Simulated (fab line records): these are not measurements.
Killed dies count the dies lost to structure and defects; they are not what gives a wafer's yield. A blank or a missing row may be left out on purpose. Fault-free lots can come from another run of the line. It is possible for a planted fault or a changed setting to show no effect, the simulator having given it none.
A lot that was struck, set against a sound lot	flow sky130	20 out of 708 route steps
Sound: the wafers L981.1, L981.2, L981.5. The struck wafers were L985.2, L985.3, L985.5. The cause is given at the end.
Each step with rows lists, per side, the tool, then ch with its chambers, then its first start. Under that, the readings that differ: sound wafers	struck wafers	difference of the means	sigmas: that difference in standard deviations of wafers without a fault.
alike: readings with means less than 2 such deviations apart, plus words and numbers identical on both sides. not compared: withheld readings, readings lacking a value on some wafer, bounds such as >300 that could conceal the same value, and numbers that have no deviation in the record and whose values overlap.
The two part at a step that has a row with sigmas, a row that says differs or no value, or rows on one side only. When numbers do not overlap yet have no deviation, they are printed without sigmas and do not part them. Lack of a reading on every wafer of one side parts them only where that side has two or more wafers.

SKY_LDD_HVP_OVL_MEAS_07:
  sound on overlay-01, day 22 08:04; struck on overlay-02, day 25 00:10
  alike: LDD_HVP_OVL
next, for these wafers, 1 step has no rows: SKY_LDD_HVP_IMPLANT_08.
SKY_LDD_HVP_STRIP_09: strips in O2/N2.
  sound on plasmaAsher-04 ch 0,1, day 22 08:15; struck on plasmaAsher-01 ch 0,1, day 25 00:21
  alike: drypumpMotorCurrentA, oesProductAu, stripTimeToEndpointS
  not compared: rfHoursCounterH
SKY_LDD_HVP_TW_MEAS_10:
  sound on filmMetro-03, day 22 08:21; struck on filmMetro-03, day 25 00:28
  alike: LDD_HVP_TW
then, 7 steps without rows for these wafers: SKY_LDD_LDN_DEHYDRATE_00 (time 60 s); SKY_LDD_LDN_HMDS_01 (prime time 60 s); SKY_LDD_LDN_COAT_02 (resist thk 1140 nm); SKY_LDD_LDN_SOFTBAKE_03 (time 60 s); SKY_LDD_LDN_EXPOSE_04 (exposes mask LDNTM, target cd 700 nm); SKY_LDD_LDN_PEB_05; SKY_LDD_LDN_DEVELOP_06 (develop time 60 s).
SKY_LDD_LDN_OVL_MEAS_07:
  sound on overlay-01, day 23 14:01; struck on overlay-01, day 26 06:28
  alike: LDD_LDN_OVL
SKY_LDD_LDN_IMPLANT_08:
  sound on implanter-01 ch 0, day 23 14:03; struck on implanter-01 ch 0, day 26 06:31
reading	sound	struck	difference	sigmas
implantIonAmu	75 75 75	49 49 49	-26	
model.implant.drpNm (nm)	5.933 5.933 5.933	7.963 7.963 7.963	+2.030	
model.implant.rpNm (nm)	12.72 12.72 12.72	13.92 13.92 13.92	+1.20	
then, 3 steps without rows for these wafers: SKY_LDD_LDN_IMPLANT_09; SKY_LDD_LDN_IMPLANT_10; SKY_LDD_LDN_IMPLANT_11.
SKY_LDD_LDN_STRIP_12: strips in O2/N2.
  sound on plasmaAsher-01 ch 0,1, day 23 14:39; struck on plasmaAsher-03 ch 0,1, day 26 07:06
  alike: drypumpMotorCurrentA, oesProductAu, stripTimeToEndpointS
  not compared: rfHoursCounterH
SKY_LDD_LDN_TW_MEAS_13:
  sound on filmMetro-02, day 23 14:45; struck on filmMetro-02, day 26 07:13
reading	sound	struck	difference	sigmas
LDD_LDN_TW	1480 1475 1493	1400 1404 1399	-82	-8
then, 1 step without rows for these wafers: SKY_LDD_LDN_CLEAN_14 (cleans in SC1/SC2, time 150 s).
-- here the record skips 22 days between the struck wafers' starts before and after, leaving off in module LDD_LDN and picking up in module PAD_OPEN (first step shown: number 708 of the route) --
SKY_PAD_OPEN_PROBE_99:
  sound on prober-02, day 46 04:29; struck on prober-02, day 48 00:31
reading	sound	struck	difference	sigmas
model.etest.tipSonos.rsOhmSq	2622 2601 2601	9612 9626 9681	+7032	
model.etest.sonosUncharged.rOnOhmUm	817.4 786.9 812.7	937.6 933.8 924	+126.1	
model.etest.tipSonos.rsOhmSqRange	42.53 43.02 16.54	111.1 151.9 111.9	+90.9	
model.etest.sonosErased.driveUaUm	191.8 209 186.4	131.9 147.5 148.5	-53.1	
model.etest.tipSonos.rsOhmSqRimLessCentre	-23.54 -17.45 9.438	-38.16 -34.02 -64.92	-35.18	
model.etest.sonosErased.vtV (V)	-2.288 -2.362 -2.264	-1.94 -1.981 -1.972	+0.34	
model.etest.sonosUncharged.vtV (V)	-0.3885 -0.4773 -0.4138	-0.1482 -0.1736 -0.1781	+0.2599	
model.etest.sonosBaked.vtV (V)	1.01 1 0.9169	1.21 1.219 1.223	+0.24	
  alike: killed_at_M0_to_M3, killed_at_M4_up, killedAtContacts, killedAtFrontEnd, killedAtOther, killedDies, killedOpen, killedShort

== WHERE THEY PART ==
Within this record, at SKY_LDD_LDN_TW_MEAS_13 only. Later steps at which nothing parts them and some readings are alike: SKY_PAD_OPEN_PROBE_99.

WHY: what had been put in by the simulator
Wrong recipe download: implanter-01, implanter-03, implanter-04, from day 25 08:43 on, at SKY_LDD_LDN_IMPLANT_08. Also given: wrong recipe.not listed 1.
